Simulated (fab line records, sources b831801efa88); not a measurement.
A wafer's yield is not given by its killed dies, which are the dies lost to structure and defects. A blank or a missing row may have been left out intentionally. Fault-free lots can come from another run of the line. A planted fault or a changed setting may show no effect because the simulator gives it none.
What tool caused it? | flow gf180mcu | 7 lots, 21 wafers sampled, at 2 steps of a route of 602

== WHAT THE GAUGES READ, wafer by wafer ==
GF_M4_CD_MEAS_14: target cd 280 nm.
lot  | measured     | on        | cd_nm (nm)
L633 | day 23 16:33 | cd_sem-02 | 280.1 281.0 279.6
L636 | day 24 18:55 | cd_sem-02 | 280.0 279.0 279.7
L638 | day 25 12:19 | cd_sem-01 | 280.5 280.0 280.5
L640 | day 26 01:30 | cd_sem-02 | 279.4 278.3 279.0
L644 | day 27 10:10 | cd_sem-02 | 280.9 281.2 280.4
L646 | day 28 00:24 | cd_sem-02 | 280.5 280.3 279.7
L654 | day 30 06:55 | cd_sem-02 | 278.4 279.5 277.8

== EACH LOT AND THE TOOL THAT RAN IT (in order: tool; ch and the chambers of the sampled wafers; start) ==
lot  | GF_M4_SPUTTER_01
L633 | pvd_sputter-04, day 22 18:18
L636 | pvd_sputter-04, day 23 20:48
L638 | pvd_sputter-04, day 24 14:57
L640 | pvd_sputter-04, day 25 04:07
L644 | pvd_sputter-01, day 26 13:08
L646 | pvd_sputter-01, day 27 04:05
L654 | pvd_sputter-04, day 29 11:49
- GF_M4_SPUTTER_01: material TiN, target thk 30 nm, time 25 s.

== THE ANSWER, worked out from the rows above alone ==
Rule: usual is defined by the lots themselves. Put in order of their means at a reading, lots are off if they are a third of the lots or fewer, leave a main group of 4 or more, and stand apart from it by a gap of 3 or more times the standard deviation of the main group's means; of several such gaps the widest counts. A main group is skipped when, at the precision printed for the reading in the tables above, its means are all equal. A lot without any number at a reading at which 4 lots or more have one is off too. Where the step has rows for the other lots, those lots are counted as sound.
Nothing can be told from this: no lot is off at any reading shown.

== WHAT THE SIMULATOR HAD PUT IN ==
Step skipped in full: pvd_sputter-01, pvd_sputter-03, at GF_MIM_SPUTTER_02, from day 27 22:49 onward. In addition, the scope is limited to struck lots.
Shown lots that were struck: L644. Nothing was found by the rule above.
